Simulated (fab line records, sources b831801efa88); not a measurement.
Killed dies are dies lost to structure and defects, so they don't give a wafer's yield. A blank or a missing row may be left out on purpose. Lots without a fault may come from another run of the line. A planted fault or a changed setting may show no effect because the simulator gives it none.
A struck lot beside a sound one | flow sky130 | 27 steps out of a route of 708
Sound: wafers L381.2, L381.5, L381.6. Struck: wafer L372.6. (L372.1, L372.3 of the same lot were not struck and are left out.) The cause comes at the end.
At each step with rows: each side's tool, then ch and its chambers, then its first start. Under that, the readings that differ: sound wafers | struck wafers | difference of the means | sigmas: that difference in standard deviations of wafers without a fault.
alike: readings whose means differ by less than 2 such deviations, and words and numbers that are the same on both sides. not compared: withheld readings, readings that some wafer has no value for, bounds like >300 that may hide the same value, and numbers for which the record gives no deviation and whose values overlap.
The two part at a step that has a row with sigmas, a row that says differs or no value, or rows on one side only. Numbers that don't overlap but have no deviation are shown without sigmas and don't part them. A reading that every wafer of one side lacks parts them only if that side has two wafers or more.

first, 2 steps without rows for these wafers: SKY_LDD_LDN_PEB_05; SKY_LDD_LDN_DEVELOP_06 (develop time 60 s).
SKY_LDD_LDN_OVL_MEAS_07:
  sound on overlay-02, day 29 21:10; struck on overlay-02, day 27 01:02
  alike: LDD_LDN_OVL
then, 4 steps without rows for these wafers: SKY_LDD_LDN_IMPLANT_08; SKY_LDD_LDN_IMPLANT_09; SKY_LDD_LDN_IMPLANT_10; SKY_LDD_LDN_IMPLANT_11.
SKY_LDD_LDN_STRIP_12: strips in O2/N2.
  sound on plasma_asher-02 ch 0,1, day 29 21:48; struck on plasma_asher-03 ch 0, day 27 01:40
  alike: drypump_motor_current_A, oes_product_au, strip_time_to_endpoint_s
  not compared: rf_hours_counter_h
SKY_LDD_LDN_TW_MEAS_13:
  sound on film_metro-04, day 29 21:55; struck on film_metro-01, day 27 01:46
  alike: LDD_LDN_TW
then, 2 steps without rows for these wafers: SKY_LDD_LDN_CLEAN_14 (cleans in SC1/SC2, time 150 s); SKY_SPACER_CVD_00 (deposits Si3N4 from DCS/NH3, target thk 43.1 nm, time 740 s).
SKY_SPACER_THK_MEAS_01:
  sound on film_metro-01, day 29 23:13; struck on film_metro-02, day 27 05:20
  alike: SPACER_CVD_00_THK
SKY_SPACER_ETCHBACK_02: etches Si3N4 in CH3F/O2, stops on SiO2, time 46.7 s, target depth 45 nm.
  sound on rie_diel-03 ch 1,2, day 29 23:16; struck on rie_diel-03 ch 1, day 27 05:23
  reading                                    | sound             | struck | difference | sigmas
  oes_product_au (a.u.)                      | 0.854 0.853 0.856 | 0.840  | -0.014     | -2
  model.SiO2_of_SONOS_ONO_CVD_04.thk_nm (nm) | 4.085 4.04 4.099  | 2.197  | -1.878     |
  alike: bias_w, drypump_motor_current_A, throttle_valve_pct
  not compared: rf_hours_counter_h
then, 8 steps without rows for these wafers: SKY_POLY_CUT_DEHYDRATE_00 (time 60 s); SKY_POLY_CUT_HMDS_01 (prime time 60 s); SKY_POLY_CUT_COAT_02 (resist thk 60 nm); SKY_POLY_CUT_COAT_03 (resist thk 450 nm); SKY_POLY_CUT_SOFTBAKE_04 (time 90 s); SKY_POLY_CUT_EXPOSE_05 (exposes mask NPCM, target cd 270 nm); SKY_POLY_CUT_PEB_06; SKY_POLY_CUT_DEVELOP_07 (develop time 60 s).
SKY_POLY_CUT_CD_MEAS_08: target cd 270 nm.
  sound on cd_sem-02, day 31 03:02; struck on cd_sem-02, day 28 09:46
  alike: cd_nm
SKY_POLY_CUT_OVL_MEAS_09:
  sound on overlay-02, day 31 03:08; struck on overlay-02, day 28 09:53
  alike: POLY_CUT_OVL
SKY_POLY_CUT_ETCH_10: etches BARC in N2/H2, stops on SiO2, time 45.9 s, target depth 60 nm.
  sound on rie_diel-01 ch 0,2,3, day 31 03:10; struck on rie_diel-03 ch 1, day 28 09:56
  alike: bias_w, drypump_motor_current_A, oes_product_au, throttle_valve_pct
  not compared: rf_hours_counter_h
SKY_POLY_CUT_ETCH_11: etches Si3N4 in CF4/CH2F2/Ar, stops on poly-Si, time 42.5 s, target depth 60 nm.
  sound on rie_diel-01 ch 0,2,3, day 31 03:13; struck on rie_diel-03 ch 1, day 28 09:58
  reading                              | sound                | struck | difference | sigmas
  oes_product_au (a.u.)                | 0.828 0.826 0.827    | 0.787  | -0.040     | -6
  throttle_valve_pct (%)               | 14.988 15.001 14.976 | 15.012 | +0.024     | +2
  model.POLY_CUT.feature_depth_nm (nm) | 61.29 61.05 61.2     | 56.1   | -5.1       |
  model.etch.depth_nm (nm)             | 61.29 61.05 61.2     | 56.1   | -5.1       |
  alike: bias_w, drypump_motor_current_A, mfc_ar_sccm
  not compared: rf_hours_counter_h
SKY_POLY_CUT_STRIP_12: strips in O2/N2.
  sound on plasma_asher-04 ch 0,1, day 31 03:15; struck on plasma_asher-02 ch 0, day 28 10:01
  alike: drypump_motor_current_A, oes_product_au, strip_time_to_endpoint_s
  not compared: rf_hours_counter_h
-- the record jumps here: 20 days lie between the struck wafers' starts before and after (it left off in module POLY_CUT and takes up again in module PAD_OPEN, whose first step shown is number 708 of the route) --
SKY_PAD_OPEN_PROBE_99:
  sound on prober-01, day 50 08:37; struck on prober-02, day 48 16:35
  reading                                 | sound             | struck | difference | sigmas
  model.etest.pfet_01v8.r_on_ohm_um       | 2800 2892 2892    | 2631   | -230       |
  model.etest.res_pdiff.line_ohm_um       | 1381 1392 1424    | 1197   | -202       |
  model.etest.res_ndiff.line_ohm_um       | 771.1 767.3 779.8 | 695    | -78        |
  model.etest.nfet_g5v0d10v5.r_on_ohm_um  | 1883 1903 1887    | 1853   | -38        |
  model.etest.sonos_uncharged.r_on_ohm_um | 822.4 812.6 818.7 | 772.5  | -45.4      |
  model.etest.pfet_01v8.drive_ua_um       | 200.7 190.5 193.4 | 218.2  | +23.3      |
  model.etest.nfet_01v8_lvt.drive_ua_um   | 577.7 573.3 574.7 | 596.1  | +20.9      |
  model.etest.res_pdiff.rs_ohm_sq         | 197.8 197.7 197.4 | 176.2  | -21.4      |
  alike: killed_at_M0_to_M3, killed_at_M4_up, killed_at_contacts, killed_at_front_end, killed_at_other, killed_dies, killed_open, killed_short

WHERE THEY PART
First at SKY_SPACER_ETCHBACK_02; last, within this record, at SKY_POLY_CUT_ETCH_11. Later steps at which nothing parts them and some readings are alike: SKY_POLY_CUT_STRIP_12, SKY_PAD_OPEN_PROBE_99.

WHY: what the simulator had put in
Process parameter drift: rie_diel-03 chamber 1, from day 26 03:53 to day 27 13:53, at SKY_SPACER_ETCHBACK_02. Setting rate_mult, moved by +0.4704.
